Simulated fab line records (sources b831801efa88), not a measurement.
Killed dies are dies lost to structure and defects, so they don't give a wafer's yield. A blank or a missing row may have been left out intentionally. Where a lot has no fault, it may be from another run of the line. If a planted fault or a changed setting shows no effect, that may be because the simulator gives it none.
fab line records	flow sky130
record lots=7	wafers=18	last-day=50
route steps=708 shown LI_CONTACT@364 PAD_OPEN@708
lots untouched by any fault: they come from a run of this same line in which no faults occurred
start-h: the number of hours between the record's first day and the start of the first shown wafer of the lot	wait-h: hours since the lot's step before	" unchanged from the row above	L1.1+2: a row that stands for several wafers	- no value present, or no start provided	* or withheld: withheld	< > ~ a bound
route shown NAME@n: a module of which the file shows steps, and the number in the route of the first	usual: mean/standard deviation of fault-free wafers	same: alike in all rows	chamber/n: place in a boat	sites: the reading at each site	_std_site: the standard deviation of these	_edge_site: the outer-site mean with the inner-site mean subtracted	radius-mm: how far each site lies from the wafer's centre	mask NAME#n: copy n	behind: the most recent tool/chamber to have shaped the wafer	hold: the reason the lot was held/the length of the hold in hours/how it ended	device: names the non-switching transistor (n, p or np)	end of line: the tests these same wafers got at the end of their route	a step given without rows: its recipe and nothing more	killed: the dies lost at the first sort to structure and to defects; this is not the yield of the wafer	map: per-die view of a wafer (x killed, . not killed, _ where there is no die)
set.NAME: the setting as run; set.NAME@STEP: as run at that earlier step	model.NAME: the simulator's own value behind a step, which no gauge read
lots seen at some steps along the route; tables by step, rows by wafer
services: from which hour (start-h, from the record's first day; less than 0 if before it) a tool's chamber was out of use, for how many hours, and why
## steps
# step SKY_LI_CONTACT_CMP_02
# recipe material=PSG	down-force-psi=4	platen-rpm=60	pad-velocity-m-s=0.94248
# usual motor-current-A=12.7/1.1	time-to-endpoint-s=31/3.4
lot.wafer	tool	chamber	start-h	wait-h	motor-current-A	time-to-endpoint-s
L420.3	cmp-02	0	652.61	0.1	15.2	41
L420.1	"	2	"	"	11.7	32
L420.5	"	3	"	"	10.4	34
L423.3	cmp-01	1	681.57	0.1	13.7	30
L423.4	"	3	"	"	12.9	34
L423.5	"	0	"	"	12.1	33
L433.2	cmp-01	0	758.18	0.0	11.8	35
L433.1	"	2	"	"	13.3	37
L434.2	cmp-01	1	761.18	0.0	13.2	32
L434.1	"	2	"	"	13.1	34
L436.1	cmp-01	3	779.38	0.2	13.1	31
L436.6	"	1	"	"	12.9	31
L442.4	cmp-02	0	821.17	0.2	15.4	37
L442.6	"	1	"	"	12.3	30
L442.5	"	2	"	"	12.2	31
L443.3	cmp-02	3	828.02	0.1	10.3	29
L443.2	"	0	"	"	15.0	37
L443.5	"	3	"	"	10.5	30
# step SKY_LI_CONTACT_BOW_MEAS_03
# recipe mode=bow
# usual LI_CONTACT_BOW=55/6.4
lot.wafer	tool	chamber	start-h	wait-h	LI_CONTACT_BOW[um]
L420.1	film-metro-04	-	652.86	0.1	57
L420.3	"	-	"	"	45
L420.5	"	-	"	"	52
L423.3	film-metro-02	-	681.86	0.2	47
L423.4	"	-	"	"	65
L423.5	"	-	"	"	61
L433.1	film-metro-03	-	758.48	0.1	55
L433.2	"	-	"	"	59
L434.1	film-metro-03	-	761.48	0.2	49
L434.2	"	-	"	"	60
L436.1	film-metro-02	-	779.53	0.1	63
L436.6	"	-	"	"	60
L442.4	film-metro-04	-	821.38	0.2	66
L442.5	"	-	"	"	50
L442.6	"	-	"	"	50
L443.2	film-metro-03	-	828.29	0.2	59
L443.3	"	-	"	"	57
L443.5	"	-	"	"	56
# step SKY_LI_CONTACT_DEHYDRATE_04
# recipe temp-c=200	time-s=60
# step SKY_LI_CONTACT_HMDS_05
# recipe prime-time-s=60	prime-temp-c=120
# step SKY_LI_CONTACT_COAT_06
# recipe resist=BARC	temp-c=withheld	time-s=withheld	spin-rpm=3000	resist-thk-nm=60
# step SKY_LI_CONTACT_COAT_07
# recipe resist=KrF-thick	spin-rpm=3000	resist-thk-nm=450
# step SKY_LI_CONTACT_SOFTBAKE_08
# recipe temp-c=100	time-s=90	resist=KrF-thick
# step SKY_LI_CONTACT_EXPOSE_09
# recipe mask-id=LICM1	na=0.8	source-shape=annular	sigma-inner=0.55	sigma-outer=0.85	target-cd-nm=170	dose-mj=38
# step SKY_LI_CONTACT_PEB_10
# recipe peb-temp-c=withheld	peb-time-s=withheld	resist=KrF-thick
# step SKY_LI_CONTACT_DEVELOP_11
# recipe develop-time-s=60	resist=KrF-thick	dev-temp-c=21
# step SKY_LI_CONTACT_CD_MEAS_12
# recipe target-cd-nm=170
# usual cd-nm=170.1/1.4
lot.wafer	tool	chamber	start-h	wait-h	cd-nm
L420.1	cd-sem-02	-	681.64	-	167.0
L420.3	"	-	"	"	168.5
L420.5	"	-	"	"	170.0
L423.3	cd-sem-02	-	710.18	-	171.4
L423.4	"	-	"	"	172.6
L423.5	"	-	"	"	170.7
L433.1	cd-sem-01	-	785.34	-	170.2
L433.2	"	-	"	"	170.2
L434.1	cd-sem-02	-	788.66	-	174.3
L434.2	"	-	"	"	172.5
L436.1	cd-sem-01	-	806.04	-	170.3
L436.6	"	-	"	"	173.3
L442.4	cd-sem-01	-	847.37	-	173.1
L442.5	"	-	"	"	172.4
L442.6	"	-	"	"	172.8
L443.2	cd-sem-02	-	854.61	-	169.6
L443.3	"	-	"	"	169.1
L443.5	"	-	"	"	169.1
# step SKY_LI_CONTACT_OVL_MEAS_13
# usual LI_CONTACT_OVL=0/6.1
lot.wafer	tool	chamber	start-h	wait-h	LI_CONTACT_OVL[nm]
L420.1	overlay-02	-	681.76	0.1	7
L420.3	"	-	"	"	2
L420.5	"	-	"	"	1
L423.3	overlay-02	-	710.27	0.1	-2
L423.4	"	-	"	"	8
L423.5	"	-	"	"	-1
L433.1	overlay-02	-	785.46	0.1	3
L433.2	"	-	"	"	-4
L434.1	overlay-02	-	788.78	0.1	-8
L434.2	"	-	"	"	0
L436.1	overlay-02	-	806.16	0.1	-5
L436.6	"	-	"	"	-9
L442.4	overlay-02	-	847.45	0.1	1
L442.5	"	-	"	"	-1
L442.6	"	-	"	"	0
L443.2	overlay-02	-	854.72	0.1	-1
L443.3	"	-	"	"	-3
L443.5	"	-	"	"	-6
# step SKY_LI_CONTACT_ETCH_14
# recipe chemistry=N2/H2	target=BARC	ion-energy-ev=200	source-w=500	bias-w=100	pressure-mtorr=30	n2-flow-sccm=100	h2-flow-sccm=200	stop-on=SiO2	time-s=45.9	target-depth-a=600
# usual drypump-motor-current-A=5.9/0.39	oes-product-au=0.855/0.0047	run-length-s=74.2/0.36	throttle-valve-pct=13.223/0.0094
lot.wafer	tool	chamber	start-h	wait-h	drypump-motor-current-A	oes-product-au	rf-hours-counter-h	run-length-s	throttle-valve-pct	model.etch.depth-nm	model.KrF-thick_of_LI_CONTACT_COAT_07.thk-nm	model.LI_CONTACT.cd-nm
L420.1	rie-diel-04	3	681.80	0.0	5.9	0.862	35	74.5	13.226	60.3	392.7	167.8
L420.3	"	0	"	"	6.0	0.851	4	73.9	13.215	60.11	393.9	167.2
L420.5	"	2	"	"	6.1	0.859	-	73.7	13.238	60.17	393.5	170.5
L423.3	rie-diel-02	0	710.30	0.0	5.2	0.849	16	73.6	13.215	59.96	397.1	169.6
L423.4	"	3	"	"	6.0	0.851	-	74.4	13.223	59.9	397.9	172.1
L423.5	"	2	"	"	5.2	0.854	-	74.0	13.231	59.88	395.4	170.3
L433.1	rie-diel-04	2	785.50	0.0	6.1	0.992	18	38.9	13.218	17.57	426.8	164.6
L433.2	"	1	"	"	6.4	0.858	21	73.5	13.217	60.23	392.2	170.3
L434.1	rie-diel-04	1	788.81	0.0	6.3	1.030	21	38.5	13.250	18.29	425.8	166.4
L434.2	"	0	"	"	6.0	0.856	6	73.9	13.223	59.72	390.4	170.6
L436.1	rie-diel-04	1	806.20	0.0	6.3	1.027	22	38.2	13.237	18.23	429.2	162.3
L436.6	"	2	"	"	6.1	0.853	-	73.7	13.223	60.38	393.2	173.4
L442.4	rie-diel-02	3	847.48	0.0	5.9	0.858	-	74.2	13.221	59.8	392.5	173
L442.5	"	3	"	"	5.9	0.852	-	74.3	13.218	59.71	392	172.7
L442.6	"	0	"	"	5.2	0.854	-	73.9	13.214	59.72	393.4	171.7
L443.2	rie-diel-02	0	854.75	0.0	5.2	0.861	21	73.5	13.223	60.25	393	168.1
L443.3	"	1	"	"	5.7	0.853	5	75.0	13.226	60.24	393.6	168.6
L443.5	"	1	"	"	5.7	0.847	-	75.2	13.205	59.98	393	168.6
# step SKY_LI_CONTACT_ETCH_15
# recipe target=PSG	chemistry=C4F8/O2/Ar	stop-on=Si	taper-deg=4.15	mask-material=KrF-thick	source-w=1500	bias-w=1200	pressure-mtorr=40	c4f8-flow-sccm=withheld	O2_flow_sccm=6	Ar_flow_sccm=300	time-s=withheld	target-depth-a=6000
# usual oes-product-au=0.836/0.0048
lot.wafer	tool	chamber	start-h	wait-h	oes-product-au	model.KrF-thick_of_LI_CONTACT_COAT_07.thk-nm	model.LI_CONTACT.cd-nm
L420.1	rie-diel-04	3	681.84	0.0	0.838	230.5	167.8
L420.3	"	0	"	"	0.839	231.1	167.5
L420.5	"	2	"	"	0.827	235.4	171.9
L423.3	rie-diel-02	0	710.34	0.0	0.826	235.8	170.1
L423.4	"	3	"	"	0.831	244.9	172
L423.5	"	2	"	"	0.838	235.6	170.6
L433.1	rie-diel-04	2	785.54	0.0	0.830	269.3	165.1
L433.2	"	1	"	"	0.830	225	169.4
L434.1	rie-diel-04	1	788.85	0.0	0.830	258.2	165.5
L434.2	"	0	"	"	0.834	226	171.8
L436.1	rie-diel-04	1	806.24	0.0	0.832	264.5	161.2
L436.6	"	2	"	"	0.825	234.8	173.8
L442.4	rie-diel-02	3	847.57	0.1	0.839	235.6	171.5
L442.5	"	3	"	"	0.840	235	171.2
L442.6	"	0	"	"	0.836	235.7	171.2
L443.2	rie-diel-02	0	854.79	0.0	0.847	234.7	167.9
L443.3	"	1	"	"	0.834	238.6	167.2
L443.5	"	1	"	"	0.834	237.8	167.5
# step SKY_LI_CONTACT_STRIP_16
# recipe chemistry=O2/N2	power-w=1400	pressure-mtorr=1500	platen-temp-c=withheld	o2-flow-sccm=3000	n2-flow-sccm=300	overash-fraction=0.5
# usual drypump-motor-current-A=5.7/0.46	oes-product-au=0.376/0.0051	strip-time-to-endpoint-s=3.50/0.053
lot.wafer	tool	chamber	start-h	wait-h	drypump-motor-current-A	oes-product-au	rf-hours-counter-h	strip-time-to-endpoint-s
L420.1	plasma-asher-02	0	681.93	-	6.3	0.374	101	3.49
L420.3	"	1	"	"	6.4	0.381	-	3.49
L420.5	"	0	"	"	6.2	0.375	-	3.55
L423.3	plasma-asher-03	1	710.46	-	5.7	0.381	-	3.52
L423.4	"	0	"	"	5.3	0.377	-	3.65
L423.5	"	0	"	"	5.3	0.375	-	3.53
L433.1	plasma-asher-02	1	785.63	-	6.4	0.394	4	3.89
L433.2	"	0	"	"	6.2	0.376	4	3.42
L434.1	plasma-asher-03	0	788.94	-	5.3	0.396	36	3.76
L434.2	"	1	"	"	5.7	0.376	36	3.43
L436.1	plasma-asher-04	1	806.33	-	5.7	0.387	93	3.85
L436.6	"	1	"	"	5.7	0.375	-	3.53
L442.4	plasma-asher-04	1	847.69	-	5.7	0.375	-	3.53
L442.5	"	1	"	"	5.7	0.368	-	3.52
L442.6	"	0	"	"	5.1	0.377	-	3.52
L443.2	plasma-asher-03	1	854.88	-	5.7	0.383	42	3.54
L443.3	"	0	"	"	5.3	0.375	-	3.58
L443.5	"	1	"	"	5.7	0.381	-	3.55
# step SKY_LI_CONTACT_CLEAN_17
# recipe chemistry=NMP	time-s=600	temp-c=60	dry=n2-spin
# step SKY_PAD_OPEN_PROBE_99
# usual killed_at_M0_to_M3=45/6.9	killed_at_M4_up=3.1/1.7	killed-at-contacts=24/5.7	killed-at-front-end=15/4.6	killed-at-other=0.3/0.57	killed-dies=87/10	killed-open=48/7.4	killed-short=39/6.7
# same gross-dies=492	killed-at-back-side=0
lot.wafer	tool	chamber	start-h	wait-h	killed_at_M0_to_M3	killed_at_M4_up	killed-at-contacts	killed-at-front-end	killed-at-other	killed-dies	killed-open	killed-short	model.etest.licon-pdiff.rc-ohm	model.etest.pfet_01v8.r-on-ohm-um	model.etest.pfet-g5v0d10v5.r-on-ohm-um	model.etest.nfet-g5v0d10v5.r-on-ohm-um	model.etest.licon-high-po.rc-ohm	model.etest.nfet_01v8.r-on-ohm-um	model.etest.licon-ndiff.rc-ohm	model.etest.sonos-uncharged.r-on-ohm-um
L420.1	prober-02	-	1084.41	0.1	47	2	33	14	1	97	53	44	584.9	3071	4922	1927	347.8	856.4	182.3	836.2
L420.3	prober-02	-	1084.51	0.2	31	1	29	17	0	78	50	28	580.9	3021	4887	1934	361.2	839.9	178.6	824.9
L420.5	prober-02	-	1084.61	0.2	44	5	29	14	1	93	52	41	586.2	2973	4884	1918	348.6	839.7	185.3	810.2
L423.3	prober-01	-	1105.00	0.2	52	2	25	9	0	88	47	41	583.1	2800	4740	1866	345.1	819.7	185.2	814
L423.4	prober-01	-	1105.05	0.2	43	3	25	13	0	84	51	33	589.3	2813	4761	1885	346.1	802.9	191.9	826
L423.5	prober-01	-	1105.10	0.2	50	5	34	15	0	104	65	39	586.6	2773	4700	1849	345.4	808.1	186.1	811.4
L433.1	prober-01	-	1155.65	0.1	49	2	16	16	0	83	50	33	763.8	3080	4858	1946	401.5	903.1	251.1	872.2
L433.2	prober-01	-	1155.70	0.1	47	2	18	12	1	80	35	45	578.7	2916	4705	1872	344.8	852	176.6	806.2
L434.1	prober-01	-	1159.17	0.1	40	3	19	20	0	82	41	41	682.1	2909	4807	1938	398.7	855.1	225.7	850.2
L434.2	prober-01	-	1159.22	0.1	44	4	15	16	0	79	59	20	562.3	2864	4679	1856	352.5	830.2	174.2	812.2
L436.1	prober-01	-	1169.31	0.1	47	5	28	17	0	97	54	43	768.2	2998	4847	1945	424.4	891.2	240.6	882
L436.6	prober-01	-	1169.56	0.2	43	3	24	11	0	81	53	28	579.9	2855	4703	1884	348.3	815.5	176	825.3
L442.4	prober-01	-	1197.72	0.2	36	3	26	10	0	75	35	40	603.6	2875	4807	1924	349.2	847.9	185	829
L442.5	prober-01	-	1197.77	0.2	43	4	28	6	0	81	45	36	567.6	2956	4763	1904	348.2	841.7	185.6	829.6
L442.6	prober-01	-	1197.82	0.2	54	5	19	22	0	100	58	42	584.7	2849	4761	1908	334.2	828.4	180.1	809.4
L443.2	prober-02	-	1201.81	0.1	53	1	22	23	0	99	53	46	606.7	2852	4887	1928	362.6	830	185	827.1
L443.3	prober-02	-	1201.86	0.2	42	1	31	12	0	86	58	28	601.1	2787	4824	1922	372.6	815.3	190.7	826.1
L443.5	prober-02	-	1201.96	0.2	47	1	21	7	1	77	45	32	613.2	2858	4861	1930	361.4	841.3	189.3	821.1
# killed by level:class
L420.1 VIA1:geometric-particle:open=11 CONTACT:geometric-particle:open=11 CONTACT:geometric-particle:short=8 METAL1:geometric-particle:short=7 LI_CONTACT:geometric-particle:open=6 METAL2:geometric-particle:short=6 VIA3:geometric-particle:open=6 VIA2:geometric-particle:open=5
L420.3 CONTACT:geometric-particle:open=14 LI_CONTACT:geometric-particle:open=7 CONTACT:geometric-particle:short=7 FIELD_ISO:geometric-particle:open=5 VIA1:geometric-particle:open=5 METAL2:geometric-particle:open=4 METAL1:geometric-particle:short=4 VIA3:geometric-particle:open=4
L420.5 VIA1:geometric-particle:open=12 LI_CONTACT:geometric-particle:open=9 CONTACT:geometric-particle:open=8 VIA3:geometric-particle:open=8 CONTACT:geometric-particle:short=7 FIELD_ISO:geometric-particle:open=5 FIELD_ISO:geometric-particle:short=5 METAL1:geometric-particle:short=5
L423.3 VIA1:geometric-particle:open=13 LI_CONTACT:geometric-particle:open=9 CONTACT:geometric-particle:open=9 METAL1:geometric-particle:short=8 VIA1:geometric-particle:short=8 METAL2:geometric-particle:short=7 VIA3:geometric-particle:open=5 FIELD_ISO:geometric-particle:short=3
L423.4 CONTACT:geometric-particle:open=11 VIA2:geometric-particle:open=9 VIA1:geometric-particle:open=7 LI_CONTACT:geometric-particle:open=6 CONTACT:geometric-particle:short=5 POLY_GATE:geometric-particle:open=5 VIA1:geometric-particle:short=5 VIA3:geometric-particle:short=5
L423.5 CONTACT:geometric-particle:open=17 VIA1:geometric-particle:open=16 VIA2:geometric-particle:open=9 LI_CONTACT:geometric-particle:open=8 VIA1:geometric-particle:short=8 POLY_GATE:geometric-particle:open=5 METAL2:geometric-particle:short=5 METAL1:geometric-particle:short=4
L433.1 VIA1:geometric-particle:open=19 VIA3:geometric-particle:open=7 VIA1:geometric-particle:short=6 FIELD_ISO:geometric-particle:short=5 LI_CONTACT:geometric-particle:open=5 METAL2:geometric-particle:short=4 LOCAL_INTERCONNECT:geometric-particle:short=4 CONTACT:geometric-particle:open=4
L433.2 CONTACT:geometric-particle:open=7 VIA1:geometric-particle:open=7 METAL2:geometric-particle:short=7 VIA2:geometric-particle:open=7 CONTACT:geometric-particle:short=5 FIELD_ISO:geometric-particle:short=4 METAL1:geometric-particle:short=4 VIA1:geometric-particle:short=4
L434.1 VIA1:geometric-particle:open=11 POLY_GATE:geometric-particle:short=8 CONTACT:geometric-particle:open=8 CONTACT:geometric-particle:short=6 VIA2:geometric-particle:open=5 VIA3:geometric-particle:open=5 FIELD_ISO:geometric-particle:short=4 METAL1:geometric-particle:short=4
L434.2 VIA1:geometric-particle:open=11 VIA2:geometric-particle:open=10 LI_CONTACT:geometric-particle:open=9 VIA3:geometric-particle:open=9 FIELD_ISO:geometric-particle:open=5 POLY_GATE:geometric-particle:open=4 METAL2:geometric-particle:short=3 METAL1:geometric-particle:short=3
L436.1 VIA1:geometric-particle:open=16 CONTACT:geometric-particle:open=14 METAL2:geometric-particle:short=8 CONTACT:geometric-particle:short=7 POLY_GATE:geometric-particle:open=6 POLY_GATE:geometric-particle:short=5 METAL1:geometric-particle:short=4 VIA1:geometric-particle:short=4
L436.6 CONTACT:geometric-particle:open=13 VIA1:geometric-particle:open=11 VIA3:geometric-particle:open=10 METAL1:geometric-particle:short=6 VIA2:geometric-particle:open=5 POLY_GATE:geometric-particle:short=4 METAL4:geometric-particle:short=3 POLY_GATE:geometric-particle:open=3
L442.4 CONTACT:geometric-particle:open=8 LI_CONTACT:geometric-particle:open=6 CONTACT:geometric-particle:short=6 VIA1:geometric-particle:short=6 VIA2:geometric-particle:open=6 FIELD_ISO:geometric-particle:short=5 METAL2:geometric-particle:short=5 LI_CONTACT:geometric-particle:short=4
L442.5 VIA3:geometric-particle:open=10 VIA1:geometric-particle:open=9 CONTACT:geometric-particle:open=8 METAL2:geometric-particle:short=7 LI_CONTACT:geometric-particle:open=6 CONTACT:geometric-particle:short=6 LI_CONTACT:geometric-particle:short=5 FIELD_ISO:geometric-particle:open=4
L442.6 VIA1:geometric-particle:open=11 VIA3:geometric-particle:open=10 POLY_GATE:geometric-particle:open=9 METAL2:geometric-particle:short=8 VIA2:geometric-particle:open=7 CONTACT:geometric-particle:open=6 VIA2:geometric-particle:short=6 LOCAL_INTERCONNECT:geometric-particle:short=5
L443.2 CONTACT:geometric-particle:open=12 METAL1:geometric-particle:short=11 VIA3:geometric-particle:open=9 VIA1:geometric-particle:open=8 VIA2:geometric-particle:open=7 FIELD_ISO:geometric-particle:short=6 FIELD_ISO:geometric-particle:open=6 VIA1:geometric-particle:short=4
L443.3 VIA1:geometric-particle:open=14 LI_CONTACT:geometric-particle:open=11 CONTACT:geometric-particle:open=10 FIELD_ISO:geometric-particle:open=6 VIA2:geometric-particle:open=6 VIA1:geometric-particle:short=6 VIA3:geometric-particle:open=6 CONTACT:geometric-particle:short=5
L443.5 VIA1:geometric-particle:open=15 LI_CONTACT:geometric-particle:open=7 VIA2:geometric-particle:open=6 CONTACT:geometric-particle:open=5 LI_CONTACT:geometric-particle:short=5 METAL2:geometric-particle:short=5 VIA3:geometric-particle:open=4 CONTACT:geometric-particle:short=3
## services
tool	chamber	start-h	hours	kind
plasma-asher-04	-	639.28	1.6	repair
cmp-02	-	641.09	5.5	pm
rie-diel-02	-	664.99	1.1	repair
rie-diel-04	-	686.93	0.1	repair
rie-diel-02	1	692.01	-	clean
rie-diel-02	1	692.01	19.5	scheduled-down
rie-diel-02	-	697.98	0.8	repair
rie-diel-04	-	724.67	2.8	pm
plasma-asher-02	-	733.77	9.0	pm
cmp-02	-	735.17	1.9	repair
cmp-01	-	736.00	1.0	repair
cmp-01	-	744.33	4.0	pm
cmp-01	-	748.33	7.8	pm
plasma-asher-04	-	761.56	10.7	repair
plasma-asher-04	-	806.85	2.8	pm
rie-diel-02	2	830.67	4.1	repair
cmp-01	-	837.09	6.3	pm
cmp-02	-	839.33	0.5	repair
plasma-asher-04	-	843.59	2.9	repair
rie-diel-02	1	845.75	3.2	repair
cmp-01	-	846.65	2.5	repair
plasma-asher-03	-	849.01	2.8	pm
cmp-01	-	851.60	1.3	repair
plasma-asher-02	-	851.93	4.4	repair
## key
first-sign step=SKY_LI_CONTACT_ETCH_14	reading=run-length-s	direction=down	sigmas=99+	usual=*	struck=*
effect step=SKY_LI_CONTACT_ETCH_14	reading=oes-product-au	direction=up	sigmas=34	usual=0.855	struck=1.016
effect step=SKY_LI_CONTACT_STRIP_16	reading=strip-time-to-endpoint-s	direction=up	sigmas=6.3	usual=*	struck=*
model-effect step=SKY_LI_CONTACT_ETCH_14	value=etch.depth-nm	without=59.97	struck=18.03
model-effect step=SKY_LI_CONTACT_ETCH_15	value=KrF-thick_of_LI_CONTACT_COAT_07.thk-nm	without=229.8	struck=264
model-effect step=SKY_PAD_OPEN_PROBE_99	value=etest.licon-pdiff.rc-ohm	without=585.6	struck=738
met-at SKY_LI_CONTACT_ETCH_14
struck-wafers L433.1,L434.1,L436.1
tester-left-out L433,L434,L436
onset-between 681.80 785.50
fault kind=process-parameter-drift	tool=rie-diel-04	chamber=-	onset-h=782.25	steps=SKY_LI_CONTACT_ETCH_14	channel=time-s	offset=*	shape=step	end-h=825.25	scope=struck-wafers-only	acts-in=*	stated=*
# tester-left-out: of these lots the tester's yield and bins aren't shown, on N5 and GAA mostly nor the transistor test; their killed dies are dies lost to structure and defects alone, not to doping, threshold or leakage, so they don't give the yield
